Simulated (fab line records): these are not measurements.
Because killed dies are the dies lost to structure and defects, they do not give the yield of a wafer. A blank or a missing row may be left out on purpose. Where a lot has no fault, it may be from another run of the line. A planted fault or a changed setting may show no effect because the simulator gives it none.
Comparing a struck lot with a sound one -- flow sky130 -- 18 out of 708 route steps
Sound: these wafers, L119.4, L119.5, L119.6. Wafers L129.3, L129.5, L129.6 were the ones struck. The cause comes at the end.
Each step with rows lists, per side, the tool, then ch with its chambers, then its first start. Under that, the readings that differ: sound wafers -- struck wafers -- difference of the means -- sigmas: that difference in standard deviations of wafers without a fault.
alike: same words and numbers on both sides, and readings whose means sit less than 2 such deviations apart. not compared: any withheld reading, any reading some wafer has no value for, any bound like >300 that may hide the same value, and any number with overlapping values for which the record gives no deviation.
A row with sigmas, a row that says differs or no value, or rows on one side alone: a step with any of these is where the two part. Numbers that have no deviation but don't overlap get no sigmas and don't part them. Lack of a reading on every wafer of one side parts them only where that side has two or more wafers.

first, 3 steps without rows for these wafers: SKY_SONOS_ONO_WET_ETCH_18 (etches Si3N4 in H3PO4, target depth 15 nm, time 172 s); SKY_GATE_OXIDE_CLEAN_00 (cleans in SC1/SC2, time 150 s); SKY_GATE_OXIDE_OXIDATION_01 (stabilise 600 s, purge 300 s, target thk 10.268 nm).
SKY_GATE_OXIDE_THK_MEAS_02:
  sound: film metro-02 at day 13 06:41; struck: film metro-02 at day 16 17:17
  alike: GATE_OXIDE_OXIDATION_00_THK
then, 7 steps without rows for these wafers: SKY_GATE_OXIDE_DEHYDRATE_03 (time 60 s); SKY_GATE_OXIDE_HMDS_04 (prime time 60 s); SKY_GATE_OXIDE_COAT_05 (resist thk 1140 nm); SKY_GATE_OXIDE_SOFTBAKE_06 (time 60 s); SKY_GATE_OXIDE_EXPOSE_07 (exposes mask LVOM, target cd 600 nm); SKY_GATE_OXIDE_PEB_08; SKY_GATE_OXIDE_DEVELOP_09 (develop time 60 s).
SKY_GATE_OXIDE_OVL_MEAS_10:
  sound: overlay-02 at day 14 08:02; struck: overlay-02 at day 17 22:34
  alike: GATE_OXIDE_OVL
SKY_GATE_OXIDE_IMPLANT_11:
  sound on implanter-04 ch 0, day 14 08:08; struck on implanter-04 ch 0, day 17 22:38
reading,sound,struck,difference,sigmas
dose ions cm2,2.6028e+12 2.6e+12 2.6038e+12,3.356e+12 3.359e+12 3.3581e+12,+7.555e+11,+99 or more
faraday current uA,15.29 14.03 14.11,18.40 18.96 18.85,+4.26,+15
then, 1 step without rows for these wafers: SKY_GATE_OXIDE_WET_ETCH_12 (etches SiO2 in dHF, target depth 16.8 nm, time 336 s).
SKY_GATE_OXIDE_STRIP_13: strips in O2/N2.
  sound on plasma asher-03 ch 0,1, day 14 08:20; struck on plasma asher-04 ch 0,1, day 17 22:52
  alike: drypump motor current A, o2 flow sccm, oes product au, strip time to endpoint s
  not compared: rf hours counter h
SKY_GATE_OXIDE_TW_MEAS_14:
  sound: film metro-01 at day 14 08:26; struck: film metro-01 at day 17 22:58
reading,sound,struck,difference,sigmas
GATE_OXIDE_TW,227.9 228.1 227.4,245.8 245.6 244.8,+17.6,+7
then, 1 step without rows for these wafers: SKY_GATE_OXIDE_CLEAN_15 (cleans in SC1/SC2, time 150 s).
-- record jumps: 31 days separate the struck wafers' starts on either side; left off in module GATE_OXIDE, taken up again in module PAD_OPEN, whose first shown step is the route's number 708 --
SKY_PAD_OPEN_PROBE_99:
  sound: prober-01 at day 45 22:11; struck: prober-01 at day 48 15:48
reading,sound,struck,difference,sigmas
model.etest.tip p.rs ohm sq,6651 6736 6667,6510 6496 6520,-176,
model.etest.pfet_01v8.r on ohm um,2745 2826 2823,2653 2695 2649,-132,
model.etest.nfet_01v8_lvt.drive ua um,587.2 594.4 590.3,512.4 518.4 519.1,-74.0,
model.etest.nfet_01v8.r on ohm um,816.2 815.2 822.5,887.5 887 888.1,+69.6,
model.etest.pfet_01v8_lvt.drive ua um,177.6 174.8 174.1,210.9 208.7 211.6,+34.9,
model.etest.nfet_01v8.drive ua um,520 522.9 525.8,456.7 454.7 457.9,-66.5,
model.etest.nfet_01v8_turned.drive ua um,517.3 521.9 523.1,455.2 456.2 458.9,-64.0,
model.etest.nfet_01v8_swapped.drive ua um,516.5 521.1 519.5,452.3 453 453.3,-66.2,
  alike: killed_at_M0_to_M3, killed_at_M4_up, killed at contacts, killed at front end, killed at other, killed dies, killed open, killed short

WHERE THEY PART
At SKY_GATE_OXIDE_IMPLANT_11 first; at SKY_GATE_OXIDE_TW_MEAS_14 last (within this record only). Later steps at which nothing parts them and some readings are alike: SKY_PAD_OPEN_PROBE_99.

WHY: whatever the simulator had introduced
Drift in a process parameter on implanter-04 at SKY_GATE_OXIDE_IMPLANT_11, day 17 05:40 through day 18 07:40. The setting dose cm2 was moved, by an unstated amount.
